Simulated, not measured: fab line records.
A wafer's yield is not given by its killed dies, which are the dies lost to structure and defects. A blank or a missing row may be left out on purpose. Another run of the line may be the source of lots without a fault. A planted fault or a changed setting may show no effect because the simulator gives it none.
Which of the tools did it? || flow gf180mcu || 14 lots, 42 wafers sampled, at 5 steps of a route of 602

WHAT THE GAUGES READ, wafer by wafer
GF_STI_CD_MEAS_12: target cd 220 nm. Usual: cd-nm 220.1 nm, standard deviation 1.4.
{"lot": "L474", "measured": "day 2 06:11", "on": "cd-sem-02", "cd-nm (nm)": "219.5 218.4 219.1", "flag": ""}
{"lot": "L475", "measured": "day 2 12:46", "on": "cd-sem-01", "cd-nm (nm)": "219.6 218.8 220.1", "flag": ""}
{"lot": "L476", "measured": "day 2 16:18", "on": "cd-sem-01", "cd-nm (nm)": "219.2 219.1 220.5", "flag": ""}
{"lot": "L480", "measured": "day 3 13:22", "on": "cd-sem-01", "cd-nm (nm)": "220.4 221.0 220.0", "flag": ""}
{"lot": "L481", "measured": "day 3 18:18", "on": "cd-sem-02", "cd-nm (nm)": "216.9 217.7 216.9", "flag": ""}
{"lot": "L482", "measured": "day 3 22:52", "on": "cd-sem-02", "cd-nm (nm)": "220.7 220.1 221.3", "flag": ""}
{"lot": "L484", "measured": "day 4 10:04", "on": "cd-sem-02", "cd-nm (nm)": "220.4 221.3 220.0", "flag": ""}
{"lot": "L485", "measured": "day 4 14:48", "on": "cd-sem-02", "cd-nm (nm)": "220.0 221.3 219.8", "flag": ""}
{"lot": "L486", "measured": "day 4 19:57", "on": "cd-sem-02", "cd-nm (nm)": "220.9 220.1 220.9", "flag": ""}
{"lot": "L487", "measured": "day 5 04:47", "on": "cd-sem-01", "cd-nm (nm)": "220.1 218.9 219.8", "flag": ""}
{"lot": "L491", "measured": "day 5 23:01", "on": "cd-sem-02", "cd-nm (nm)": "221.3 222.6 221.9", "flag": ""}
{"lot": "L490", "measured": "day 5 23:15", "on": "cd-sem-02", "cd-nm (nm)": "218.5 219.0 219.5", "flag": ""}
{"lot": "L492", "measured": "day 6 04:12", "on": "cd-sem-01", "cd-nm (nm)": "218.2 217.9 217.4", "flag": ""}
{"lot": "L493", "measured": "day 6 07:58", "on": "cd-sem-02", "cd-nm (nm)": "220.5 222.2 220.4", "flag": ""}

GF_MVPSD_TW_MEAS_11. Usual: MVPSD_TW typically reads 554, with standard deviation 6.5.
{"lot": "L474", "measured": "day 5 03:50", "on": "film-metro-03", "MVPSD_TW": "561 557 559", "flag": ""}
{"lot": "L475", "measured": "day 5 11:06", "on": "film-metro-03", "MVPSD_TW": "560 560 562", "flag": ""}
{"lot": "L476", "measured": "day 5 17:16", "on": "film-metro-01", "MVPSD_TW": "553 556 556", "flag": ""}
{"lot": "L480", "measured": "day 6 21:53", "on": "film-metro-01", "MVPSD_TW": "30 30 30", "flag": "OFF"}
{"lot": "L481", "measured": "day 6 22:23", "on": "film-metro-04", "MVPSD_TW": "29 29 29", "flag": "OFF"}
{"lot": "L482", "measured": "day 7 05:26", "on": "film-metro-01", "MVPSD_TW": "556 556 556", "flag": ""}
{"lot": "L484", "measured": "day 8 03:50", "on": "film-metro-04", "MVPSD_TW": "545 544 547", "flag": ""}
{"lot": "L485", "measured": "day 8 11:38", "on": "film-metro-04", "MVPSD_TW": "551 547 547", "flag": ""}
{"lot": "L486", "measured": "day 8 12:27", "on": "film-metro-04", "MVPSD_TW": "546 548 545", "flag": ""}
{"lot": "L487", "measured": "day 8 18:56", "on": "film-metro-01", "MVPSD_TW": "560 559 555", "flag": ""}
{"lot": "L491", "measured": "day 9 16:08", "on": "film-metro-03", "MVPSD_TW": "556 555 555", "flag": ""}
{"lot": "L490", "measured": "day 9 14:49", "on": "film-metro-04", "MVPSD_TW": "542 545 545", "flag": ""}
{"lot": "L492", "measured": "day 9 18:00", "on": "film-metro-01", "MVPSD_TW": "563 560 559", "flag": ""}
{"lot": "L493", "measured": "day 10 00:35", "on": "film-metro-01", "MVPSD_TW": "555 557 559", "flag": ""}

TOOL THAT RAN EACH LOT (tool first, then ch and the chambers of the sampled wafers, then the start)
{"lot": "L474", "GF_STI_CMP_25": "cmp-01 ch 0,2, day 2 08:16", "GF_MVSD_STRIP_10": "plasma-asher-02 ch 0,1, day 4 14:00", "GF_MVPSD_STRIP_10": "plasma-asher-01 ch 0,1, day 5 03:44"}
{"lot": "L475", "GF_STI_CMP_25": "cmp-02 ch 0,2,3, day 2 15:01", "GF_MVSD_STRIP_10": "plasma-asher-02 ch 1, day 4 21:15", "GF_MVPSD_STRIP_10": "plasma-asher-01 ch 1, day 5 11:00"}
{"lot": "L476", "GF_STI_CMP_25": "cmp-01 ch 1,2, day 2 20:14", "GF_MVSD_STRIP_10": "plasma-asher-03 ch 0,1, day 5 03:26", "GF_MVPSD_STRIP_10": "plasma-asher-04 ch 0,1, day 5 17:11"}
{"lot": "L480", "GF_STI_CMP_25": "cmp-02 ch 0,1,2, day 3 16:52", "GF_MVSD_STRIP_10": "plasma-asher-02 ch 0,1, day 6 05:11", "GF_MVPSD_STRIP_10": "plasma-asher-01 ch 1, day 6 21:47"}
{"lot": "L481", "GF_STI_CMP_25": "cmp-01 ch 2,3, day 3 20:25", "GF_MVSD_STRIP_10": "plasma-asher-01 ch 0,1, day 6 06:29", "GF_MVPSD_STRIP_10": "plasma-asher-04 ch 0,1, day 6 22:17"}
{"lot": "L482", "GF_STI_CMP_25": "cmp-01 ch 0,3, day 4 00:52", "GF_MVSD_STRIP_10": "plasma-asher-02 ch 0,1, day 6 12:59", "GF_MVPSD_STRIP_10": "plasma-asher-01 ch 0,1, day 7 05:20"}
{"lot": "L484", "GF_STI_CMP_25": "cmp-02 ch 0,1,3, day 4 15:59", "GF_MVSD_STRIP_10": "plasma-asher-02 ch 0,1, day 7 11:30", "GF_MVPSD_STRIP_10": "plasma-asher-02 ch 0,1, day 8 03:44"}
{"lot": "L485", "GF_STI_CMP_25": "cmp-02 ch 1,2, day 4 21:34", "GF_MVSD_STRIP_10": "plasma-asher-01 ch 0,1, day 7 19:56", "GF_MVPSD_STRIP_10": "plasma-asher-02 ch 0,1, day 8 11:32"}
{"lot": "L486", "GF_STI_CMP_25": "cmp-01 ch 0,1,3, day 5 02:52", "GF_MVSD_STRIP_10": "plasma-asher-02 ch 0,1, day 7 20:38", "GF_MVPSD_STRIP_10": "plasma-asher-04 ch 0,1, day 8 12:22"}
{"lot": "L487", "GF_STI_CMP_25": "cmp-02 ch 2,3, day 5 09:35", "GF_MVSD_STRIP_10": "plasma-asher-01 ch 0,1, day 8 02:47", "GF_MVPSD_STRIP_10": "plasma-asher-02 ch 1, day 8 18:50"}
{"lot": "L491", "GF_STI_CMP_25": "cmp-02 ch 1,2, day 6 01:04", "GF_MVSD_STRIP_10": "plasma-asher-03 ch 0, day 8 23:02", "GF_MVPSD_STRIP_10": "plasma-asher-04 ch 0,1, day 9 16:02"}
{"lot": "L490", "GF_STI_CMP_25": "cmp-01 ch 1,2,3, day 6 01:19", "GF_MVSD_STRIP_10": "plasma-asher-02 ch 0,1, day 8 22:32", "GF_MVPSD_STRIP_10": "plasma-asher-01 ch 0,1, day 9 14:44"}
{"lot": "L492", "GF_STI_CMP_25": "cmp-01 ch 1,2,3, day 6 06:14", "GF_MVSD_STRIP_10": "plasma-asher-02 ch 0,1, day 9 00:53", "GF_MVPSD_STRIP_10": "plasma-asher-01 ch 0,1, day 9 17:55"}
{"lot": "L493", "GF_STI_CMP_25": "cmp-01 ch 0,1,2, day 6 10:22", "GF_MVSD_STRIP_10": "plasma-asher-02 ch 0,1, day 9 06:59", "GF_MVPSD_STRIP_10": "plasma-asher-01 ch 0,1, day 10 00:29"}
- GF_STI_CMP_25: polishes, stops on Si3N4, t overpolish 33 s, target thk 524.6 nm.
- GF_MVSD_STRIP_10: strips in O2/N2.
- GF_MVPSD_STRIP_10: strips in O2/N2.

WHAT THE TOOLS THEMSELVES READ (means of the sampled wafers that have a number; where no wafer has one, the mark that the record gives instead)
GF_STI_CMP_25. Usual: motor-current-A 11.8 A, standard deviation 1.4; overpolish-run-s 33.001 s, standard deviation 0.01; time-to-endpoint-s 123 s, standard deviation 5.3.
{"lot": "L474", "tool": "cmp-01", "motor-current-A (A)": 12.9, "overpolish-run-s (s)": 32.999, "time-to-endpoint-s (s)": 129, "flag": ""}
{"lot": "L475", "tool": "cmp-02", "motor-current-A (A)": 11.8, "overpolish-run-s (s)": 33.007, "time-to-endpoint-s (s)": 121, "flag": ""}
{"lot": "L476", "tool": "cmp-01", "motor-current-A (A)": 12.5, "overpolish-run-s (s)": 32.998, "time-to-endpoint-s (s)": 125, "flag": ""}
{"lot": "L480", "tool": "cmp-02", "motor-current-A (A)": 12.2, "overpolish-run-s (s)": 33.005, "time-to-endpoint-s (s)": 118, "flag": ""}
{"lot": "L481", "tool": "cmp-01", "motor-current-A (A)": 11.7, "overpolish-run-s (s)": 33.005, "time-to-endpoint-s (s)": 122, "flag": ""}
{"lot": "L482", "tool": "cmp-01", "motor-current-A (A)": 11.5, "overpolish-run-s (s)": 33.005, "time-to-endpoint-s (s)": 120, "flag": ""}
{"lot": "L484", "tool": "cmp-02", "motor-current-A (A)": 11.7, "overpolish-run-s (s)": 32.997, "time-to-endpoint-s (s)": 120, "flag": ""}
{"lot": "L485", "tool": "cmp-02", "motor-current-A (A)": 10.6, "overpolish-run-s (s)": 33.001, "time-to-endpoint-s (s)": 115, "flag": ""}
{"lot": "L486", "tool": "cmp-01", "motor-current-A (A)": 11.8, "overpolish-run-s (s)": 33.002, "time-to-endpoint-s (s)": 123, "flag": ""}
{"lot": "L487", "tool": "cmp-02", "motor-current-A (A)": 10.4, "overpolish-run-s (s)": 33.017, "time-to-endpoint-s (s)": 124, "flag": ""}
{"lot": "L491", "tool": "cmp-02", "motor-current-A (A)": 11.0, "overpolish-run-s (s)": 33.000, "time-to-endpoint-s (s)": 118, "flag": ""}
{"lot": "L490", "tool": "cmp-01", "motor-current-A (A)": 12.2, "overpolish-run-s (s)": 32.998, "time-to-endpoint-s (s)": 128, "flag": ""}
{"lot": "L492", "tool": "cmp-01", "motor-current-A (A)": 12.2, "overpolish-run-s (s)": 32.997, "time-to-endpoint-s (s)": 131, "flag": ""}
{"lot": "L493", "tool": "cmp-01", "motor-current-A (A)": 12.7, "overpolish-run-s (s)": 33.006, "time-to-endpoint-s (s)": 128, "flag": ""}

GF_MVSD_STRIP_10. Usual: chamber-pressure-mTorr 1500.0 mTorr, standard deviation 1.4; drypump-motor-current-A 5.9 A, standard deviation 0.65; heater-power-w 366 W, standard deviation 35; oes-product-au 0.722 a.u., standard deviation 0.0043; strip-time-to-endpoint-s 36.96 s, standard deviation 0.097.
{"lot": "L474", "tool": "plasma-asher-02", "chamber-pressure-mTorr (mTorr)": 1500.2, "drypump-motor-current-A (A)": 6.4, "heater-power-w (W)": 404, "oes-product-au (a.u.)": 0.723, "strip-time-to-endpoint-s (s)": 36.94, "flag": ""}
{"lot": "L475", "tool": "plasma-asher-02", "chamber-pressure-mTorr (mTorr)": 1499.7, "drypump-motor-current-A (A)": 6.6, "heater-power-w (W)": 411, "oes-product-au (a.u.)": 0.719, "strip-time-to-endpoint-s (s)": 36.95, "flag": ""}
{"lot": "L476", "tool": "plasma-asher-03", "chamber-pressure-mTorr (mTorr)": 1500.2, "drypump-motor-current-A (A)": 5.5, "heater-power-w (W)": 352, "oes-product-au (a.u.)": 0.722, "strip-time-to-endpoint-s (s)": 36.90, "flag": ""}
{"lot": "L480", "tool": "plasma-asher-02", "chamber-pressure-mTorr (mTorr)": "-", "drypump-motor-current-A (A)": "-", "heater-power-w (W)": "-", "oes-product-au (a.u.)": "-", "strip-time-to-endpoint-s (s)": "-", "flag": "OFF"}
{"lot": "L481", "tool": "plasma-asher-01", "chamber-pressure-mTorr (mTorr)": "-", "drypump-motor-current-A (A)": "-", "heater-power-w (W)": "-", "oes-product-au (a.u.)": "-", "strip-time-to-endpoint-s (s)": "-", "flag": "OFF"}
{"lot": "L482", "tool": "plasma-asher-02", "chamber-pressure-mTorr (mTorr)": 1498.8, "drypump-motor-current-A (A)": 6.4, "heater-power-w (W)": 402, "oes-product-au (a.u.)": 0.724, "strip-time-to-endpoint-s (s)": 36.95, "flag": ""}
{"lot": "L484", "tool": "plasma-asher-02", "chamber-pressure-mTorr (mTorr)": 1499.3, "drypump-motor-current-A (A)": 6.2, "heater-power-w (W)": 400, "oes-product-au (a.u.)": 0.720, "strip-time-to-endpoint-s (s)": 37.02, "flag": ""}
{"lot": "L485", "tool": "plasma-asher-01", "chamber-pressure-mTorr (mTorr)": 1499.8, "drypump-motor-current-A (A)": 5.4, "heater-power-w (W)": 324, "oes-product-au (a.u.)": 0.723, "strip-time-to-endpoint-s (s)": 37.06, "flag": ""}
{"lot": "L486", "tool": "plasma-asher-02", "chamber-pressure-mTorr (mTorr)": 1501.0, "drypump-motor-current-A (A)": 6.2, "heater-power-w (W)": 402, "oes-product-au (a.u.)": 0.727, "strip-time-to-endpoint-s (s)": 36.88, "flag": ""}
{"lot": "L487", "tool": "plasma-asher-01", "chamber-pressure-mTorr (mTorr)": 1500.6, "drypump-motor-current-A (A)": 5.4, "heater-power-w (W)": 323, "oes-product-au (a.u.)": 0.719, "strip-time-to-endpoint-s (s)": 36.94, "flag": ""}
{"lot": "L491", "tool": "plasma-asher-03", "chamber-pressure-mTorr (mTorr)": 1500.2, "drypump-motor-current-A (A)": 5.2, "heater-power-w (W)": 365, "oes-product-au (a.u.)": 0.722, "strip-time-to-endpoint-s (s)": 37.18, "flag": ""}
{"lot": "L490", "tool": "plasma-asher-02", "chamber-pressure-mTorr (mTorr)": 1501.1, "drypump-motor-current-A (A)": 6.3, "heater-power-w (W)": 410, "oes-product-au (a.u.)": 0.718, "strip-time-to-endpoint-s (s)": 36.99, "flag": ""}
{"lot": "L492", "tool": "plasma-asher-02", "chamber-pressure-mTorr (mTorr)": 1498.4, "drypump-motor-current-A (A)": 6.4, "heater-power-w (W)": 407, "oes-product-au (a.u.)": 0.720, "strip-time-to-endpoint-s (s)": 37.07, "flag": ""}
{"lot": "L493", "tool": "plasma-asher-02", "chamber-pressure-mTorr (mTorr)": 1500.9, "drypump-motor-current-A (A)": 6.4, "heater-power-w (W)": 405, "oes-product-au (a.u.)": 0.719, "strip-time-to-endpoint-s (s)": 36.82, "flag": ""}

GF_MVPSD_STRIP_10. Usual: chamber-pressure-mTorr 1499.9 mTorr, standard deviation 1.4; drypump-motor-current-A 6.0 A, standard deviation 0.74; heater-power-w 347 W, standard deviation 38; oes-product-au 0.722 a.u., standard deviation 0.0047; strip-time-to-endpoint-s 36.96 s, standard deviation 0.098.
{"lot": "L474", "tool": "plasma-asher-01", "chamber-pressure-mTorr (mTorr)": 1498.6, "drypump-motor-current-A (A)": 5.4, "heater-power-w (W)": 323, "oes-product-au (a.u.)": 0.725, "strip-time-to-endpoint-s (s)": 36.89, "flag": ""}
{"lot": "L475", "tool": "plasma-asher-01", "chamber-pressure-mTorr (mTorr)": 1500.7, "drypump-motor-current-A (A)": 6.8, "heater-power-w (W)": 363, "oes-product-au (a.u.)": 0.727, "strip-time-to-endpoint-s (s)": 36.95, "flag": ""}
{"lot": "L476", "tool": "plasma-asher-04", "chamber-pressure-mTorr (mTorr)": 1500.7, "drypump-motor-current-A (A)": 6.1, "heater-power-w (W)": 319, "oes-product-au (a.u.)": 0.722, "strip-time-to-endpoint-s (s)": 37.02, "flag": ""}
{"lot": "L480", "tool": "plasma-asher-01", "chamber-pressure-mTorr (mTorr)": 1499.7, "drypump-motor-current-A (A)": 6.8, "heater-power-w (W)": 364, "oes-product-au (a.u.)": 0.742, "strip-time-to-endpoint-s (s)": 81.27, "flag": "OFF"}
{"lot": "L481", "tool": "plasma-asher-04", "chamber-pressure-mTorr (mTorr)": 1499.0, "drypump-motor-current-A (A)": 6.2, "heater-power-w (W)": 329, "oes-product-au (a.u.)": 0.743, "strip-time-to-endpoint-s (s)": 81.38, "flag": "OFF"}
{"lot": "L482", "tool": "plasma-asher-01", "chamber-pressure-mTorr (mTorr)": 1500.0, "drypump-motor-current-A (A)": 5.4, "heater-power-w (W)": 329, "oes-product-au (a.u.)": 0.718, "strip-time-to-endpoint-s (s)": 36.93, "flag": ""}
{"lot": "L484", "tool": "plasma-asher-02", "chamber-pressure-mTorr (mTorr)": 1500.4, "drypump-motor-current-A (A)": 6.3, "heater-power-w (W)": 405, "oes-product-au (a.u.)": 0.721, "strip-time-to-endpoint-s (s)": 36.97, "flag": ""}
{"lot": "L485", "tool": "plasma-asher-02", "chamber-pressure-mTorr (mTorr)": 1499.6, "drypump-motor-current-A (A)": 6.4, "heater-power-w (W)": 402, "oes-product-au (a.u.)": 0.718, "strip-time-to-endpoint-s (s)": 36.96, "flag": ""}
{"lot": "L486", "tool": "plasma-asher-04", "chamber-pressure-mTorr (mTorr)": 1499.9, "drypump-motor-current-A (A)": 6.2, "heater-power-w (W)": 320, "oes-product-au (a.u.)": 0.724, "strip-time-to-endpoint-s (s)": 36.91, "flag": ""}
{"lot": "L487", "tool": "plasma-asher-02", "chamber-pressure-mTorr (mTorr)": 1500.9, "drypump-motor-current-A (A)": 6.6, "heater-power-w (W)": 410, "oes-product-au (a.u.)": 0.724, "strip-time-to-endpoint-s (s)": 36.86, "flag": ""}
{"lot": "L491", "tool": "plasma-asher-04", "chamber-pressure-mTorr (mTorr)": 1500.2, "drypump-motor-current-A (A)": 6.2, "heater-power-w (W)": 325, "oes-product-au (a.u.)": 0.722, "strip-time-to-endpoint-s (s)": 36.96, "flag": ""}
{"lot": "L490", "tool": "plasma-asher-01", "chamber-pressure-mTorr (mTorr)": 1499.8, "drypump-motor-current-A (A)": 6.1, "heater-power-w (W)": 337, "oes-product-au (a.u.)": 0.725, "strip-time-to-endpoint-s (s)": 36.98, "flag": ""}
{"lot": "L492", "tool": "plasma-asher-01", "chamber-pressure-mTorr (mTorr)": 1500.3, "drypump-motor-current-A (A)": 6.0, "heater-power-w (W)": 344, "oes-product-au (a.u.)": 0.717, "strip-time-to-endpoint-s (s)": 36.94, "flag": ""}
{"lot": "L493", "tool": "plasma-asher-01", "chamber-pressure-mTorr (mTorr)": 1500.2, "drypump-motor-current-A (A)": 5.4, "heater-power-w (W)": 325, "oes-product-au (a.u.)": 0.722, "strip-time-to-endpoint-s (s)": 36.97, "flag": ""}

THE ANSWER, worked out from the rows above alone
Rule: a lot is off if the mean of its wafers that have a number lies more than 3 standard deviations from the usual mean. Also off: a lot with no number at a reading for which 4 or more lots have one. The other lots that the step has rows for count as sound. After the gauges, taken in route order, come the tools' own readings; for these a lot's mean is taken, as printed above. At the first step where some lot is off, the reading lying furthest off is the one used; lots without a number count as furthest.
Off: L480, L481, at GF_MVPSD_TW_MEAS_11 (MVPSD_TW).
If a tool, at a process step before that reading, ran all the lots that are off and no sound lot after the first of them, it fits. Not tried: the gauges at GF_MVPSD_TW_MEAS_11; whatever is off there is also off at GF_MVSD_STRIP_10, on other tools, and gauge error can't account for it. Of those tried, none fits.

WHAT THE SIMULATOR HAD PUT IN
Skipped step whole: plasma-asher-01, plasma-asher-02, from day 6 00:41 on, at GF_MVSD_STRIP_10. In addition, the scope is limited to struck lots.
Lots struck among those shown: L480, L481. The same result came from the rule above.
